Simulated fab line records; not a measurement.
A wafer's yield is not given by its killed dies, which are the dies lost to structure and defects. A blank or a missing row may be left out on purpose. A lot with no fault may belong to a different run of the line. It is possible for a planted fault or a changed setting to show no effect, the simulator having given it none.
What tool caused it? / flow sky130 / 24 lots, 72 wafers sampled, at 3 steps of a route of 708

## WHAT THE GAUGES READ, wafer by wafer
SKY_METAL2_CD_MEAS_15: target cd 140 nm. Usual: cdNm 139.8 nm, standard deviation 1.6.
lot=L074; measured=day 34 17:12; on=cdSem-01; cdNm (nm)=140.4 140.5 141.4; flag=
lot=L075; measured=day 34 20:37; on=cdSem-02; cdNm (nm)=140.8 141.8 142.1; flag=
lot=L076; measured=day 35 14:35; on=cdSem-02; cdNm (nm)=139.3 139.1 139.2; flag=
lot=L077; measured=day 35 16:58; on=cdSem-02; cdNm (nm)=139.3 140.3 139.9; flag=
lot=L078; measured=day 36 04:17; on=cdSem-01; cdNm (nm)=138.3 136.1 137.3; flag=
lot=L079; measured=day 36 23:50; on=cdSem-02; cdNm (nm)=138.3 137.2 138.0; flag=
lot=L080; measured=day 37 06:49; on=cdSem-02; cdNm (nm)=138.9 139.4 140.4; flag=
lot=L081; measured=day 37 11:07; on=cdSem-01; cdNm (nm)=139.2 140.0 140.2; flag=
lot=L082; measured=day 38 00:31; on=cdSem-02; cdNm (nm)=138.9 139.1 140.6; flag=
lot=L083; measured=day 38 05:07; on=cdSem-02; cdNm (nm)=139.2 139.0 137.8; flag=
lot=L085; measured=day 39 01:22; on=cdSem-01; cdNm (nm)=141.2 139.6 139.8; flag=
lot=L084; measured=day 39 05:21; on=cdSem-02; cdNm (nm)=138.3 139.0 138.7; flag=
lot=L087; measured=day 39 14:56; on=cdSem-01; cdNm (nm)=145.5 143.5 143.9; flag=
lot=L086; measured=day 39 15:55; on=cdSem-01; cdNm (nm)=139.6 140.1 141.9; flag=
lot=L088; measured=day 39 21:44; on=cdSem-02; cdNm (nm)=141.0 139.1 138.9; flag=
lot=L090; measured=day 40 04:58; on=cdSem-02; cdNm (nm)=136.8 136.6 137.0; flag=
lot=L089; measured=day 40 05:20; on=cdSem-02; cdNm (nm)=138.9 139.3 138.4; flag=
lot=L091; measured=day 40 08:25; on=cdSem-02; cdNm (nm)=140.6 142.6 140.2; flag=
lot=L093; measured=day 40 22:27; on=cdSem-02; cdNm (nm)=139.5 141.0 139.8; flag=
lot=L092; measured=day 41 01:28; on=cdSem-01; cdNm (nm)=141.9 142.2 141.1; flag=
lot=L094; measured=day 41 06:48; on=cdSem-01; cdNm (nm)=137.1 139.5 140.8; flag=
lot=L095; measured=day 41 11:12; on=cdSem-02; cdNm (nm)=139.0 138.8 139.0; flag=
lot=L096; measured=day 41 14:43; on=cdSem-02; cdNm (nm)=140.5 141.4 141.0; flag=
lot=L097; measured=day 41 23:13; on=cdSem-01; cdNm (nm)=140.6 142.3 140.4; flag=

SKY_VIA2_CD_MEAS_12: target cd 200 nm. Usual: cdNm 200.1 nm, standard deviation 1.4.
lot=L074; measured=day 35 21:06; on=cdSem-02; cdNm (nm)=199.1 199.1 197.8; flag=
lot=L075; measured=day 36 00:34; on=cdSem-02; cdNm (nm)=201.0 200.8 202.6; flag=
lot=L076; measured=day 36 18:01; on=cdSem-01; cdNm (nm)=197.8 198.3 198.7; flag=
lot=L077; measured=day 36 20:11; on=cdSem-01; cdNm (nm)=199.9 199.0 199.2; flag=
lot=L078; measured=day 37 07:53; on=cdSem-02; cdNm (nm)=201.9 201.9 203.1; flag=
lot=L079; measured=day 38 03:47; on=cdSem-01; cdNm (nm)=201.1 201.9 200.5; flag=
lot=L080; measured=day 38 10:29; on=cdSem-02; cdNm (nm)=199.2 198.9 199.0; flag=
lot=L081; measured=day 38 14:47; on=cdSem-02; cdNm (nm)=199.8 197.9 200.9; flag=
lot=L082; measured=day 39 04:10; on=cdSem-01; cdNm (nm)=197.4 198.7 196.8; flag=
lot=L083; measured=day 39 08:13; on=cdSem-01; cdNm (nm)=202.4 201.3 201.4; flag=
lot=L085; measured=day 40 03:34; on=cdSem-02; cdNm (nm)=201.5 202.2 202.2; flag=
lot=L084; measured=day 40 07:47; on=cdSem-02; cdNm (nm)=199.2 200.3 200.2; flag=
lot=L087; measured=day 40 16:19; on=cdSem-01; cdNm (nm)=202.7 201.5 200.3; flag=
lot=L086; measured=day 40 17:43; on=cdSem-01; cdNm (nm)=201.7 201.5 201.0; flag=
lot=L088; measured=day 41 00:11; on=cdSem-02; cdNm (nm)=199.1 201.5 200.3; flag=
lot=L090; measured=day 41 06:06; on=cdSem-02; cdNm (nm)=200.5 199.9 199.3; flag=
lot=L089; measured=day 41 06:28; on=cdSem-01; cdNm (nm)=201.0 198.7 199.8; flag=
lot=L091; measured=day 41 09:31; on=cdSem-01; cdNm (nm)=199.3 198.9 199.0; flag=
lot=L093; measured=day 41 22:52; on=cdSem-02; cdNm (nm)=200.2 198.7 199.7; flag=
lot=L092; measured=day 42 02:36; on=cdSem-01; cdNm (nm)=198.6 197.5 198.5; flag=
lot=L094; measured=day 42 07:57; on=cdSem-01; cdNm (nm)=200.6 200.5 199.8; flag=
lot=L095; measured=day 42 11:35; on=cdSem-01; cdNm (nm)=200.8 200.6 201.5; flag=
lot=L096; measured=day 42 15:11; on=cdSem-01; cdNm (nm)=199.9 200.1 201.1; flag=
lot=L097; measured=day 42 23:18; on=cdSem-01; cdNm (nm)=202.7 200.5 201.0; flag=

## WHICH TOOL RAN EACH LOT (tool, then ch and the chambers of the sampled wafers, then the start)
lot=L074; SKY_VIA1_SPUTTER_20=pvdSputter-03, day 33 14:05
lot=L075; SKY_VIA1_SPUTTER_20=pvdSputter-04, day 33 16:55
lot=L076; SKY_VIA1_SPUTTER_20=pvdSputter-03, day 34 11:04
lot=L077; SKY_VIA1_SPUTTER_20=pvdSputter-03, day 34 13:44
lot=L078; SKY_VIA1_SPUTTER_20=pvdSputter-04, day 35 01:26
lot=L079; SKY_VIA1_SPUTTER_20=pvdSputter-02, day 35 21:12
lot=L080; SKY_VIA1_SPUTTER_20=pvdSputter-03, day 36 03:31
lot=L081; SKY_VIA1_SPUTTER_20=pvdSputter-04, day 36 08:22
lot=L082; SKY_VIA1_SPUTTER_20=pvdSputter-04, day 36 20:54
lot=L083; SKY_VIA1_SPUTTER_20=pvdSputter-02, day 37 02:20
lot=L085; SKY_VIA1_SPUTTER_20=pvdSputter-03, day 37 22:56
lot=L084; SKY_VIA1_SPUTTER_20=pvdSputter-02, day 38 02:35
lot=L087; SKY_VIA1_SPUTTER_20=pvdSputter-03, day 38 12:59
lot=L086; SKY_VIA1_SPUTTER_20=pvdSputter-04, day 38 13:39
lot=L088; SKY_VIA1_SPUTTER_20=pvdSputter-02, day 38 20:07
lot=L090; SKY_VIA1_SPUTTER_20=pvdSputter-03, day 39 02:56
lot=L089; SKY_VIA1_SPUTTER_20=pvdSputter-04, day 39 03:31
lot=L091; SKY_VIA1_SPUTTER_20=pvdSputter-02, day 39 06:21
lot=L093; SKY_VIA1_SPUTTER_20=pvdSputter-02, day 39 21:30
lot=L092; SKY_VIA1_SPUTTER_20=pvdSputter-02, day 40 00:25
lot=L094; SKY_VIA1_SPUTTER_20=pvdSputter-03, day 40 06:27
lot=L095; SKY_VIA1_SPUTTER_20=pvdSputter-04, day 40 10:09
lot=L096; SKY_VIA1_SPUTTER_20=pvdSputter-02, day 40 14:02
lot=L097; SKY_VIA1_SPUTTER_20=pvdSputter-02, day 40 23:23
- SKY_VIA1_SPUTTER_20: material TiN, target thk 20 nm, time 80 s.

## WHAT THE TOOLS THEMSELVES READ (means of the sampled wafers that have a number; where no wafer has one, the mark that the record gives instead)
SKY_VIA1_SPUTTER_20. Usual: throttleValvePct 29.4 %, standard deviation 1.
lot=L074; tool=pvdSputter-03; throttleValvePct (%)=28.2; flag=
lot=L075; tool=pvdSputter-04; throttleValvePct (%)=29.8; flag=
lot=L076; tool=pvdSputter-03; throttleValvePct (%)=28.3; flag=
lot=L077; tool=pvdSputter-03; throttleValvePct (%)=28.2; flag=
lot=L078; tool=pvdSputter-04; throttleValvePct (%)=29.5; flag=
lot=L079; tool=pvdSputter-02; throttleValvePct (%)=30.7; flag=
lot=L080; tool=pvdSputter-03; throttleValvePct (%)=28.2; flag=
lot=L081; tool=pvdSputter-04; throttleValvePct (%)=30.0; flag=
lot=L082; tool=pvdSputter-04; throttleValvePct (%)=29.8; flag=
lot=L083; tool=pvdSputter-02; throttleValvePct (%)=29.9; flag=
lot=L085; tool=pvdSputter-03; throttleValvePct (%)=28.3; flag=
lot=L084; tool=pvdSputter-02; throttleValvePct (%)=30.5; flag=
lot=L087; tool=pvdSputter-03; throttleValvePct (%)=28.9; flag=
lot=L086; tool=pvdSputter-04; throttleValvePct (%)=29.0; flag=
lot=L088; tool=pvdSputter-02; throttleValvePct (%)=30.3; flag=
lot=L090; tool=pvdSputter-03; throttleValvePct (%)=28.9; flag=
lot=L089; tool=pvdSputter-04; throttleValvePct (%)=29.3; flag=
lot=L091; tool=pvdSputter-02; throttleValvePct (%)=29.9; flag=
lot=L093; tool=pvdSputter-02; throttleValvePct (%)=30.2; flag=
lot=L092; tool=pvdSputter-02; throttleValvePct (%)=30.2; flag=
lot=L094; tool=pvdSputter-03; throttleValvePct (%)=28.2; flag=
lot=L095; tool=pvdSputter-04; throttleValvePct (%)=29.4; flag=
lot=L096; tool=pvdSputter-02; throttleValvePct (%)=30.1; flag=
lot=L097; tool=pvdSputter-02; throttleValvePct (%)=30.1; flag=

## THE ANSWER, worked out from the rows above alone
Rule: lot off if the mean of its wafers having a number is beyond 3 standard deviations from the usual mean. Also off: a lot with no number at a reading for which 4 or more lots have one. Any other lot the step has rows for is counted as sound. After the gauges, taken in route order, come the tools' own readings; for these a lot's mean is taken, as printed above. The first step at which some lot is off is used, and at that step the reading that is off furthest; a lot without a number counts as furthest.
None of the lots is off at any reading shown; this tells nothing.

## WHAT THE SIMULATOR HAD INSERTED
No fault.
